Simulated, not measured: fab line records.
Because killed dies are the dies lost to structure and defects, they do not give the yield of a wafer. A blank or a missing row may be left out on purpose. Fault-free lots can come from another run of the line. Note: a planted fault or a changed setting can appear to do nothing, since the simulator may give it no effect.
Problem report in the 8D (eight disciplines) form, filled by code + flow gf180mcu + the parts of the form that need people (team, actions taken, sign-off) are left out

## 1. PROBLEM STATEMENT
chamber-pressure-mTorr at GF_PASSIVATION_STRIP_12 reads a mean of 1199.7 mTorr on 3 wafers of 2 lots; wafers without a fault read 1500.1 mTorr with a standard deviation of 1.3. So: -99 or more standard deviations from the usual mean.
The step: strips in O2/N2.
Seen first at day 32 07:41 on plasma-asher-01, wafer L499.1. The record holds 39 wafers of 13 lots with a number at this step. By rule, "out" or "out of limits" means more than 4 standard deviations away from the usual mean. The other wafers with a number count as sound.

## 2. WHAT IT IS AND WHAT IT IS NOT
| question                    | is                                                               | is not                                                                                       |
|-----------------------------|------------------------------------------------------------------|----------------------------------------------------------------------------------------------|
| which readings at this step | chamber-pressure-mTorr, oes-product-au, strip-time-to-endpoint-s | drypump-motor-current-A, heater-power-w                                                      |
| which lots                  | L499, L501                                                       | L487, L488, L489, L490, L491, L492, L498, L500, L503, L505, L509                             |
| which wafers of those lots  | L499.1, L499.3, L501.4                                           | L499.2, L501.3, L501.5                                                                       |
| read on which tools         | plasma-asher-01                                                  | plasma-asher-02, plasma-asher-03                                                             |
| when                        | from day 32 07:41                                                | up to then (22 sound wafers); but 14 sound wafers of L500, L501, L503, L505, L509 came after |

## 3. WHAT RULES OUT EACH SUSPECT
Counting: any tool at a process step up to the reading remains a suspect provided it ran every lot that is out. Sound lots after the first of them don't rule it out here, since some wafers of a struck lot are sound.
- plasma-asher-01 at GF_PASSIVATION_STRIP_12 (strips in O2/N2): kept. It ran every lot that is out, first L499 (day 32 07:41); its last sound lot up to then is L491 (day 30 03:20). Out on those wafers are its own readings of chamber-pressure-mTorr, oes-product-au, strip-time-to-endpoint-s.
- Within plasma-asher-01 at GF_PASSIVATION_STRIP_12: the wafers that are out ran in chamber 1; their sound lot-mates ran in chamber 0.
Remaining after the count: plasma-asher-01 at GF_PASSIVATION_STRIP_12.

## 4. THE CAUSE (what the simulator had put in)
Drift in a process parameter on plasma-asher-01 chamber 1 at GF_PASSIVATION_STRIP_12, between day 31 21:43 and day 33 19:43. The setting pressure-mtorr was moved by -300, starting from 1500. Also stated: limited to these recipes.
This tool alone remained once counting was done.

## 5. THE EFFECT CHAIN, in route order
One row per reading whose mean, taken over the struck wafers that have a number, lies over 3 standard deviations from the usual. Scope: only readings with a usual standard deviation given in the record; hours: median across lots of the time from each lot's start at the first step in this table that gives one to its start at this step; sigmas: change in usual standard deviations.
| hours | step                    | reading                  | usual        | on struck wafers | change | sigmas      |
|-------|-------------------------|--------------------------|--------------|------------------|--------|-------------|
| 0     | GF_PASSIVATION_STRIP_12 | chamber-pressure-mTorr   | 1500.1 mTorr | 1199.7           | -300.4 | -99 or more |
| 0     | GF_PASSIVATION_STRIP_12 | oes-product-au           | 0.718 a.u.   | 0.678            | -0.040 | -9.1        |
| 0     | GF_PASSIVATION_STRIP_12 | strip-time-to-endpoint-s | 33.07 s      | 35.79            | +2.72  | +17         |
Process steps it contains:
- GF_PASSIVATION_STRIP_12: strips in O2/N2.

## 6. HOW IT WOULD HAVE BEEN CAUGHT EARLIER
In this record the first reading out of limits was taken at day 32 07:41, 10 hours after the fault began at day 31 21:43.
